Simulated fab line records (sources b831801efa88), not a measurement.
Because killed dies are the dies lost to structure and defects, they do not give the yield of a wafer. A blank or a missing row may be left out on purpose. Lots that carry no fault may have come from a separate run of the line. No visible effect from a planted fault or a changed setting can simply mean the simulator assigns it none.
A lot that was struck, set against a sound lot + flow sky130 + 43 out of 708 route steps
Sound: wafers L797.1, L797.3, L797.6. Struck: wafer L790.6 (L790.2, L790.4, from the same lot, were not struck and are left out); the cause is given at the end.
At each step with rows: each side's tool, then ch and its chambers, then its first start. Under that, the readings that differ: sound wafers + struck wafers + difference of the means + sigmas: that difference in standard deviations of wafers without a fault.
alike: readings with means less than 2 such deviations apart, plus words and numbers identical on both sides. not compared: withheld readings, readings lacking a value on some wafer, bounds such as >300 that could conceal the same value, and numbers that have no deviation in the record and whose values overlap.
The two part at a step that has a row with sigmas, a row that says differs or no value, or rows on one side only. Non-overlapping numbers with no deviation appear without sigmas and do not part them. Lack of a reading on every wafer of one side parts them only where that side has two or more wafers.

SKY_CONTACT_BOW_MEAS_05:
  struck on film-metro-02, day 33 18:56; sound on film-metro-01, day 36 19:59
  alike: CONTACT_BOW
then, 8 steps without rows for these wafers: SKY_CONTACT_DEHYDRATE_06 (time 60 s); SKY_CONTACT_HMDS_07 (prime time 60 s); SKY_CONTACT_COAT_08 (resist thk 60 nm); SKY_CONTACT_COAT_09 (resist thk 450 nm); SKY_CONTACT_SOFTBAKE_10 (time 90 s); SKY_CONTACT_EXPOSE_11 (exposes mask CTM1, target cd 170 nm); SKY_CONTACT_PEB_12; SKY_CONTACT_DEVELOP_13 (develop time 60 s).
SKY_CONTACT_CD_MEAS_14 targets a cd of 170 nm.
  struck on cd-sem-01, day 34 21:24; sound on cd-sem-01, day 37 22:18
  alike: cd-nm
SKY_CONTACT_OVL_MEAS_15:
  struck on overlay-01, day 34 21:31; sound on overlay-01, day 37 22:25
  alike: CONTACT_OVL
SKY_CONTACT_ETCH_16: etches BARC in N2/H2, stops on SiO2, time 45.9 s, target depth 60 nm.
  sound on rie-diel-02 ch 2,3, day 37 22:27; struck on rie-diel-03 ch 2, day 34 21:32
| reading                     | sound          | struck | difference | sigmas |
|-----------------------------|----------------|--------|------------|--------|
| drypump-motor-current-A (A) | 6.14 6.04 6.11 | 5.33   | -0.77      | -3     |
  alike: bias-w, oes-product-au, rf-fwd-power-W, throttle-valve-pct
  not compared: rf-hours-counter-h
SKY_CONTACT_ETCH_17: etches SiO2 in C4F8/O2/Ar, stops on Si3N4, target depth 340 nm.
  sound on rie-diel-02 ch 2,3, day 37 22:29; struck on rie-diel-03 ch 2, day 34 21:35
| reading    | sound          | struck | difference | sigmas |
|------------|----------------|--------|------------|--------|
| bias-w (W) | 1195 1196 1195 | 1203   | +8         | +2     |
  alike: oes-product-au, rf-fwd-power-W
then, 5 steps without rows for these wafers: SKY_CONTACT_ETCH_18 (etches Si3N4 in CHF3/O2, stops on TiN, time 39 s, target depth 75 nm); SKY_CONTACT_STRIP_19 (strips in O2/N2); SKY_CONTACT_STRIP_20 (strips in post etch residue remover, time 1200 s); SKY_CONTACT_CLEAN_21 (cleans in IPA, time 180 s); SKY_CONTACT_CLEAN_22 (cleans in O3/DIW).
SKY_CONTACT_SPUTTER_23: material TiN, target thk 20 nm, time 80 s.
  struck on pvd-sputter-02, day 34 22:16; sound on pvd-sputter-02, day 37 23:14
  alike: throttle-valve-pct
then, 1 step without rows for these wafers: SKY_CONTACT_CVD_24 (deposits W, target thk 340 nm, time 102.12 s).
SKY_CONTACT_RS_MEAS_25: a four-point-probe measurement.
  struck on film-metro-02, day 34 22:27; sound on film-metro-01, day 37 23:24
  alike: CONTACT_W_RS
SKY_CONTACT_THK_MEAS_26: measures by xrf.
  struck on film-metro-02, day 34 22:34; sound on film-metro-01, day 37 23:31
  alike: CONTACT_W_THK
then, 2 steps without rows for these wafers: SKY_CONTACT_CMP_27 (polishes, stops on SiO2, t overpolish 15 s, target thk 0 nm); SKY_METAL1_SPUTTER_00 (material Ti, target thk 15 nm, time 10 s).
SKY_METAL1_SPUTTER_01: material TiN, target thk 20 nm, time 16.7 s.
  struck on pvd-sputter-04, day 34 22:57; sound on pvd-sputter-02, day 37 23:54
| reading                | sound          | struck | difference | sigmas |
|------------------------|----------------|--------|------------|--------|
| throttle-valve-pct (%) | 29.0 28.8 28.6 | 31.2   | +2.4       | +3     |
SKY_METAL1_SPUTTER_02: material AlCu, target thk 250 nm, time 13.3 s.
  struck on pvd-sputter-04, day 34 22:59; sound on pvd-sputter-02, day 37 23:55
| reading                | sound          | struck | difference | sigmas |
|------------------------|----------------|--------|------------|--------|
| throttle-valve-pct (%) | 29.1 28.8 28.8 | 31.0   | +2.1       | +2     |
then, 2 steps without rows for these wafers: SKY_METAL1_SPUTTER_03 (material Ti, target thk 5 nm, time 3.3 s); SKY_METAL1_SPUTTER_04 (material TiN, target thk 70 nm, time 58.3 s).
SKY_METAL1_RS_MEAS_05: a four-point-probe measurement.
  struck on film-metro-04, day 34 23:05; sound on film-metro-03, day 38 00:01
  alike: METAL1_ALCU_RS
SKY_METAL1_THK_MEAS_06: measures by xrf.
  struck on film-metro-04, day 34 23:12; sound on film-metro-03, day 38 00:08
  alike: METAL1_ALCU_THK
then, 8 steps without rows for these wafers: SKY_METAL1_DEHYDRATE_07 (time 60 s); SKY_METAL1_HMDS_08 (prime time 60 s); SKY_METAL1_COAT_09 (resist thk 60 nm); SKY_METAL1_COAT_10 (resist thk 450 nm); SKY_METAL1_SOFTBAKE_11 (time 90 s); SKY_METAL1_EXPOSE_12 (exposes mask MM1, target cd 140 nm); SKY_METAL1_PEB_13; SKY_METAL1_DEVELOP_14 (develop time 60 s).
SKY_METAL1_CD_MEAS_15 targets a cd of 140 nm.
  struck on cd-sem-01, day 36 02:14; sound on cd-sem-01, day 39 01:51
  alike: cd-nm
SKY_METAL1_OVL_MEAS_16:
  struck on overlay-01, day 36 02:20; sound on overlay-02, day 39 01:58
  alike: METAL1_OVL
then, 1 step without rows for these wafers: SKY_METAL1_DESCUM_17 (chemistry O2, time 8 s).
SKY_METAL1_ETCH_18: etches BARC in N2/H2, stops on SiO2, time 45.9 s, target depth 60 nm.
  sound on rie-metal-01 ch 0, day 39 02:04; struck on rie-metal-04 ch 0, day 36 02:24
  alike: bias-w, drypump-motor-current-A, oes-product-au, rf-fwd-power-W, throttle-valve-pct
  not compared: rf-hours-counter-h
-- the record jumps here: 12 days lie between the struck wafers' starts before and after (it left off in module METAL1 and takes up again in module PAD_OPEN, whose first step shown is number 708 of the route) --
SKY_PAD_OPEN_PROBE_99:
  the record has rows for the struck wafers here (prober-01, day 48 06:02) and none for the sound ones

WHERE THEY PART
First at SKY_CONTACT_ETCH_16; last, within this record, at SKY_PAD_OPEN_PROBE_99.

WHY: what had been put in by the simulator
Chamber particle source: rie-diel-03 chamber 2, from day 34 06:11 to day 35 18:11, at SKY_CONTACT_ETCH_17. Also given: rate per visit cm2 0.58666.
